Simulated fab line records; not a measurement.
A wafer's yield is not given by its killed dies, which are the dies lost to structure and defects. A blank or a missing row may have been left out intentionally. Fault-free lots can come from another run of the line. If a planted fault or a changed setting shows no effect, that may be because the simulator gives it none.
Matching of chambers ; flow gf180mcu ; 4 sister chambers for GF_V1_ETCH_16 on rie-diel-04
The step etches BARC in N2/H2. 8 wafers are shown with their chamber, then 8 later ones without.

## EACH WAFER AND ITS CHAMBER
wafer;chamber;oes-product-au (a.u.);throttle-valve-pct (%)
L075.4;1;0.854;13.232
L077.2;1;0.856;13.230
L080.2;0;0.864;13.220
L080.3;3;0.860;13.226
L094.1;3;0.853;13.205
L094.3;2;0.846;13.229
L094.6;2;0.847;13.229
L095.1;0;0.854;13.223

## WAFERS WITHOUT THEIR CHAMBER
wafer;oes-product-au (a.u.);throttle-valve-pct (%)
L095.3;0.852;13.232
L095.6;0.848;13.235
L096.1;0.850;13.238
L096.2;0.856;13.224
L096.3;0.847;13.225
L097.3;0.860;13.222
L097.4;0.854;13.226
L097.5;0.855;13.221

## WHICH CHAMBER EACH WENT THROUGH
wafer;from the rows above;in truth
L095.3;can't be placed: 1 or 2 or 0 or 3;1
L095.6;can't be placed: 2 or 1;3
L096.1;can't be placed: 2 or 1 or 0 or 3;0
L096.2;can't be placed: 0 or 1 or 3 or 2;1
L096.3;can't be placed: 2 or 1 or 3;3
L097.3;can't be placed: 0 or 3 or 1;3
L097.4;can't be placed: 1 or 0 or 3 or 2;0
L097.5;can't be placed: 3 or 0 or 1 or 2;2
Placed correctly: 0 of 8. Unplaceable from these rows: 8, with the true chamber sitting among the candidates in 7. 0 placed wrongly.
How it was worked out, from the rows above alone: a wafer's distance from a chamber is the root of the sum, over the readings, of the square of ((its reading less the chamber's mean) divided by the reading's scatter). If the next closest chamber is less than 2 further off than the closest, the wafer can't be placed; otherwise it belongs to the closest. A chamber's mean is the mean of its shown wafers. The scatter is the square root of a quotient: the sum, over the shown wafers, of each reading's squared deviation from its chamber's mean, divided by wafers minus chambers.
